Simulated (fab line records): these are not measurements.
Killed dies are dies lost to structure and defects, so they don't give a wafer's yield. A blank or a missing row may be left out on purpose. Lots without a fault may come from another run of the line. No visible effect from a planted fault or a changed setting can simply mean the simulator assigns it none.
One fault seen from 2 desks | flow sky130 | each desk holds nothing but its own numbers, with what lay behind them at the end

## AT THE METROLOGY DESK
Lot by lot, what the gauges showed, no matter which tool ran the lot: averages of those sampled wafers that carry a number. A lot is out of limits, marked OUT, if its mean lies more than 4 standard deviations from the usual mean; the brackets give that distance.
Columns: A = FIELD_ISO_OXIDATION_01_THK at SKY_FIELD_ISO_THK_MEAS_23, usual 10.00 nm; B = VT_ADJUST_HVTP_TW at SKY_VT_ADJUST_HVTP_TW_MEAS_11, usual 1362
lot  | first seen here | A     | B
L812 | day 2 05:46     | 9.89  | 1373
L813 | day 2 12:19     | 10.00 | 1355
L814 | day 2 17:18     | 9.92  | 1353
L815 | day 2 23:49     | 10.00 | 1368
L816 | day 3 04:14     | 10.00 | 1378
L817 | day 3 11:14     | 9.97  | 1342
L825 | day 5 03:40     | 9.71  | 1359
L826 | day 5 09:32     | 10.20 | 1351
L829 | day 5 22:55     | 9.97  | 1360
L830 | day 6 04:50     | 9.87  | 1366
L832 | day 6 14:43     | 9.79  | 1378
L833 | day 6 20:02     | 10.14 | 1351
Result from this desk: across the 12 lots, nothing is out of limits.

## FOR THE TOOL OWNER'S DESK: litho_track-04
The tool's own readings at SKY_VT_ADJUST_NCORE_COAT_02 (resist thk 1140 nm): means of the sampled wafers that have a number, for each lot that ran on this tool. A lot is out of limits, marked OUT, if its mean lies more than 4 standard deviations from the usual mean; the brackets give that distance.
Columns: A = spin_speed_rpm at SKY_VT_ADJUST_NCORE_COAT_02, usual 3000.0 rpm
lot  | first seen here | A
L814 | day 8 17:41     | 2999.6
L815 | day 9 00:19     | 3000.0
L816 | day 9 06:14     | 3000.7
L817 | day 9 14:20     | 2999.8
Result from this desk: across the 4 lots, nothing is out of limits.

## ALL TOGETHER
At the metrology desk, nothing out of limits was observed.
The desk of the tool owner found nothing out of limits.

## WHAT THE SIMULATOR PUT IN
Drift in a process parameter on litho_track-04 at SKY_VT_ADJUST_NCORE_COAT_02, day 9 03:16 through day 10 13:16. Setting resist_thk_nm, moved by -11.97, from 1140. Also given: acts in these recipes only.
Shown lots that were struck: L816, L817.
